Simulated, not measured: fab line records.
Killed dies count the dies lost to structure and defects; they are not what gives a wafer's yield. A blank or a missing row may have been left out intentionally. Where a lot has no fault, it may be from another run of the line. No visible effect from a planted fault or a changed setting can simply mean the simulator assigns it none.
Comparing a struck lot with a sound one :: flow sky130 :: 30 out of 708 route steps
Sound: the wafers L743.1, L743.2, L743.5. Struck: wafers L752.2, L752.4, L752.6. At the end, the cause is stated.
Per side, at each step with rows, come the tool, then ch with its chambers, and then its first start. Under that, the readings that differ: sound wafers :: struck wafers :: difference of the means :: sigmas: that difference in standard deviations of wafers without a fault.
alike: readings whose means differ by less than 2 such deviations, and words and numbers that are the same on both sides. not compared: withheld readings, readings that some wafer has no value for, bounds like >300 that may hide the same value, and numbers for which the record gives no deviation and whose values overlap.
A row with sigmas, a row that says differs or no value, or rows on one side alone: a step with any of these is where the two part. Numbers that don't overlap but have no deviation are shown without sigmas and don't part them. A reading that every wafer of one side lacks parts them only if that side has two wafers or more.

first, 5 steps without rows for these wafers: SKY_SONOS_ONO_COAT_08 (resist thk 1140 nm); SKY_SONOS_ONO_SOFTBAKE_09 (time 60 s); SKY_SONOS_ONO_EXPOSE_10 (exposes mask ONOM, target cd 410 nm); SKY_SONOS_ONO_PEB_11; SKY_SONOS_ONO_DEVELOP_12 (develop time 60 s).
SKY_SONOS_ONO_CD_MEAS_13: target cd 410 nm.
  sound on cdSem-02, day 12 18:49; struck on cdSem-02, day 16 09:59
  alike: cdNm
SKY_SONOS_ONO_OVL_MEAS_14:
  sound on overlay-02, day 12 18:56; struck on overlay-01, day 16 10:05
  alike: SONOS_ONO_OVL
SKY_SONOS_ONO_ETCH_15: etches the open film in CHF3/O2, target depth 19.52 nm, time 7.8 s.
  sound on rieDiel-02 ch 0,2, day 12 18:58; struck on rieDiel-04 ch 0,3, day 16 10:07
  alike: drypumpMotorCurrentA, oesProductAu, throttleValvePct
  not compared: rfHoursCounterH
then, 1 step without rows for these wafers: SKY_SONOS_ONO_WET_ETCH_16 (etches SiO2 in dHF, target depth 14 nm, time 280 s).
SKY_SONOS_ONO_STRIP_17: strips in O2/N2.
  sound on plasmaAsher-02 ch 0,1, day 12 19:04; struck on plasmaAsher-04 ch 0,1, day 16 10:13
  alike: drypumpMotorCurrentA, oesProductAu, stripTimeToEndpointS
  not compared: rfHoursCounterH
then, 2 steps without rows for these wafers: SKY_SONOS_ONO_WET_ETCH_18 (etches Si3N4 in H3PO4, target depth 15 nm, time 172 s); SKY_GATE_OXIDE_CLEAN_00 (cleans in SC1/SC2, time 150 s).
SKY_GATE_OXIDE_OXIDATION_01: stabilise 600 s, purge 300 s, target thk 10.268 nm.
  sound on furnace-02 ch 0, day 12 19:19; struck on furnace-02 ch 0, day 16 10:32
reading: spikeTcBottomC (C)
sound: 910 909 910
struck: 884 884 883
difference: -26
sigmas: -6

reading: spikeTcCentreC (C)
sound: 899.7 900.3 901.6
struck: 873.1 875.8 874.6
difference: -26.0
sigmas: -22

reading: spikeTcLowerC (C)
sound: 900.1 900.3 901.0
struck: 873.6 873.2 874.4
difference: -26.7
sigmas: -21

reading: spikeTcTopC (C)
sound: 903 904 902
struck: 877 877 878
difference: -26
sigmas: -7

reading: spikeTcUpperC (C)
sound: 901.3 900.3 899.8
struck: 875.5 875.9 875.0
difference: -25.0
sigmas: -16

reading: tubeCenterTempC (C)
sound: 900.12 900.07 899.89
struck: 873.48 873.73 873.66
difference: -26.40
sigmas: -99 or more

reading: tube_center_temp_C_max
sound: 903.4 902.3 902.2
struck: 876.0 876.4 875.7
difference: -26.6
sigmas: -68

reading: model.SiO2_of_GATE_OXIDE_OXIDATION_01.thkNm (nm)
sound: 10.01 9.949 9.918
struck: 7.756 7.755 7.973
difference: -2.131
sigmas: 
SKY_GATE_OXIDE_THK_MEAS_02:
  sound on filmMetro-03, day 12 20:44; struck on filmMetro-03, day 16 11:57
reading: GATE_OXIDE_OXIDATION_00_THK (nm)
sound: 10.03 9.94 9.93
struck: 7.78 7.75 7.94
difference: -2.14
sigmas: -11
then, 7 steps without rows for these wafers: SKY_GATE_OXIDE_DEHYDRATE_03 (time 60 s); SKY_GATE_OXIDE_HMDS_04 (prime time 60 s); SKY_GATE_OXIDE_COAT_05 (resist thk 1140 nm); SKY_GATE_OXIDE_SOFTBAKE_06 (time 60 s); SKY_GATE_OXIDE_EXPOSE_07 (exposes mask LVOM, target cd 600 nm); SKY_GATE_OXIDE_PEB_08; SKY_GATE_OXIDE_DEVELOP_09 (develop time 60 s).
SKY_GATE_OXIDE_OVL_MEAS_10:
  sound on overlay-02, day 13 21:38; struck on overlay-01, day 17 16:53
  alike: GATE_OXIDE_OVL
then, 2 steps without rows for these wafers: SKY_GATE_OXIDE_IMPLANT_11; SKY_GATE_OXIDE_WET_ETCH_12 (etches SiO2 in dHF, target depth 16.8 nm, time 336 s).
SKY_GATE_OXIDE_STRIP_13: strips in O2/N2.
  sound on plasmaAsher-02 ch 0,1, day 13 21:56; struck on plasmaAsher-01 ch 0,1, day 17 17:10
  alike: drypumpMotorCurrentA, oesProductAu, stripTimeToEndpointS
  not compared: rfHoursCounterH
SKY_GATE_OXIDE_TW_MEAS_14:
  sound on filmMetro-02, day 13 22:02; struck on filmMetro-02, day 17 17:17
  alike: GATE_OXIDE_TW
then, 1 step without rows for these wafers: SKY_GATE_OXIDE_CLEAN_15 (cleans in SC1/SC2, time 150 s).
SKY_GATE_OXIDE_OXIDATION_16: stabilise 600 s, purge 300 s, target thk 3.57 nm.
  sound on furnace-01 ch 0, day 13 23:37; struck on furnace-02 ch 0, day 17 17:25
reading: spikeTcBottomC (C)
sound: 819 820 820
struck: 809 809 811
difference: -10
sigmas: -3

reading: spikeTcTopC (C)
sound: 813 813 812
struck: 806 805 805
difference: -7
sigmas: -2

reading: model.SiO2_of_GATE_OXIDE_OXIDATION_01.thkNm (nm)
sound: 11.46 11.44 11.38
struck: 9.309 9.311 9.454
difference: -2.069
sigmas: 
  alike: spikeTcCentreC, spikeTcLowerC, spikeTcUpperC, tubeCenterTempC, tube_center_temp_C_max
then, 1 step without rows for these wafers: SKY_POLY_GATE_CVD_00 (deposits poly-Si, target thk 180 nm, time 720 s).
-- here the record skips 31 days between the struck wafers' starts before and after, leaving off in module POLY_GATE and picking up in module PAD_OPEN (first step shown: number 708 of the route) --
SKY_PAD_OPEN_PROBE_99:
  sound on prober-01, day 45 15:49; struck on prober-01, day 48 14:47
reading: model.etest.nfet_16v.rOnOhmUm
sound: 1.415e+04 1.404e+04 1.408e+04
struck: 1.276e+04 1.261e+04 1.291e+04
difference: -1.330e+03
sigmas: 

reading: model.etest.pfet_16v.rOnOhmUm
sound: 1.57e+04 1.519e+04 1.519e+04
struck: 1.48e+04 1.455e+04 1.494e+04
difference: -5.97e+02
sigmas: 

reading: model.etest.pfetG5v0d10v5.rOnOhmUm
sound: 4730 4695 4728
struck: 4314 4235 4338
difference: -422
sigmas: 

reading: model.etest.tipSonos.rsOhmSq
sound: 2662 2675 2678
struck: 2210 2217 2261
difference: -442
sigmas: 

reading: model.etest.nfetG5v0d10v5.rOnOhmUm
sound: 1844 1839 1845
struck: 1694 1684 1728
difference: -141
sigmas: 

reading: model.etest.nfetG5v0d10v5.driveUaUm
sound: 615.6 616.1 620
struck: 739.2 738.7 722.6
difference: +116.3
sigmas: 

reading: model.etest.nfet_05v0_nvt.driveUaUm
sound: 580.8 586.3 583.7
struck: 687.6 688.6 680.8
difference: +102.1
sigmas: 

reading: model.etest.pfet_01v8.rOnOhmUm
sound: 2892 2939 2934
struck: 2820 2801 2873
difference: -90
sigmas: 
  alike: killed_at_M0_to_M3, killed_at_M4_up, killedAtContacts, killedAtFrontEnd, killedAtOther, killedDies, killedOpen, killedShort

## WHERE THEY PART
Earliest at SKY_GATE_OXIDE_OXIDATION_01; latest, in this record, at SKY_GATE_OXIDE_OXIDATION_16. Later steps at which nothing parts them and some readings are alike: SKY_PAD_OPEN_PROBE_99.

WHY: whatever the simulator had introduced
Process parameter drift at SKY_GATE_OXIDE_OXIDATION_01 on furnace-02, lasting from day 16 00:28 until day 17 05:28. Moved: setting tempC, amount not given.
